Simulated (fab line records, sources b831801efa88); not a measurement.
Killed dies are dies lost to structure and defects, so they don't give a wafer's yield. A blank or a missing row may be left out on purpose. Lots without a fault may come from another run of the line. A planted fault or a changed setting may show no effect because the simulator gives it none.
Problem report in the 8D (eight disciplines) form, filled by code | flow sky130 | the parts of the form that need people (team, actions taken, sign-off) are left out

1. THE PROBLEM
strip_time_to_endpoint_s at SKY_LDD_N_STRIP_16 reads a mean of 5.430 s on 6 wafers of 2 lots; wafers without a fault read 4.315 s with a standard deviation of 0.015. That is +74 standard deviations from the usual mean.
The step: strips in O2/N2.
First seen on wafer L653.2, day 23 00:10, on plasma_asher-04. The record holds 36 wafers of 12 lots with a number at this step. Rule for "out", or "out of limits": more than 4 standard deviations from the usual mean. The other wafers with a number count as sound.

2. WHAT IT IS AND WHAT IT IS NOT
question                    | is                                       | is not
which readings at this step | strip_time_to_endpoint_s, oes_product_au | drypump_motor_current_A
which lots                  | L653, L657                               | L641, L642, L643, L645, L646, L647, L649, L656, L661, L662
which wafers of those lots  | all that have a number                   | -
read on which tools         | plasma_asher-04                          | plasma_asher-01, plasma_asher-03
when                        | from day 23 00:10                        | up to then (21 sound wafers); but 9 sound wafers of L656, L661, L662 came after

3. SUSPECTS, AND WHAT RULES EACH OUT
Counting: a tool at a process step up to the reading stays a suspect if it ran every lot that is out and no sound lot after the first of them.
- litho_track-02 at SKY_LDD_N_COAT_02 (resist thk 300 nm): kept. It ran every lot that is out, first L653 (day 22 07:34), and no sound lot after that; its last sound lot up to then is L649 (day 20 15:05).
- plasma_asher-04 at SKY_LDD_N_STRIP_16 (strips in O2/N2): kept. It ran every lot that is out, first L653 (day 23 00:10), and no sound lot after that; its last sound lot up to then is L646 (day 19 09:41). Its own readings are out on those wafers: oes_product_au, strip_time_to_endpoint_s.
Left after counting: litho_track-02 at SKY_LDD_N_COAT_02, plasma_asher-04 at SKY_LDD_N_STRIP_16.

4. THE CAUSE (what the simulator had put in)
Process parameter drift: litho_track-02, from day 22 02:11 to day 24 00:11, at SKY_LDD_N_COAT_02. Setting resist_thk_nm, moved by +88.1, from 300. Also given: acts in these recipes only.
Counting left 2 suspects, and this tool is among them.

5. THE CHAIN OF EFFECTS, in route order
Each row: a reading whose mean over the struck wafers that have a number lies more than 3 standard deviations from the usual. Only readings for which the record gives a usual standard deviation are gone through. hours: the time from each lot's start at the first step in this table that gives one to its start at this step, as a median over the lots. sigmas: the change in usual standard deviations.
hours | step               | reading                  | usual      | on struck wafers | change | sigmas
0     | SKY_LDD_N_STRIP_16 | oes_product_au           | 0.407 a.u. | 0.455            | +0.048 | +10
0     | SKY_LDD_N_STRIP_16 | strip_time_to_endpoint_s | 4.315 s    | 5.430            | +1.115 | +74
The process steps in it:
- SKY_LDD_N_STRIP_16: strips in O2/N2.
Later measuring or inspecting steps at which every struck wafer that the step has a row for has a number for every such reading, and none has moved that far: SKY_LDD_P_CD_MEAS_07.

6. WHAT WOULD HAVE CAUGHT IT SOONER
In this record the first reading out of limits was taken at day 23 00:10, 22 hours after the fault began at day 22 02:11.
Of the lots that are out (2), L657 began SKY_LDD_N_COAT_02 on litho_track-02 after day 23 00:10. A hold on the tool at that time would have spared it.
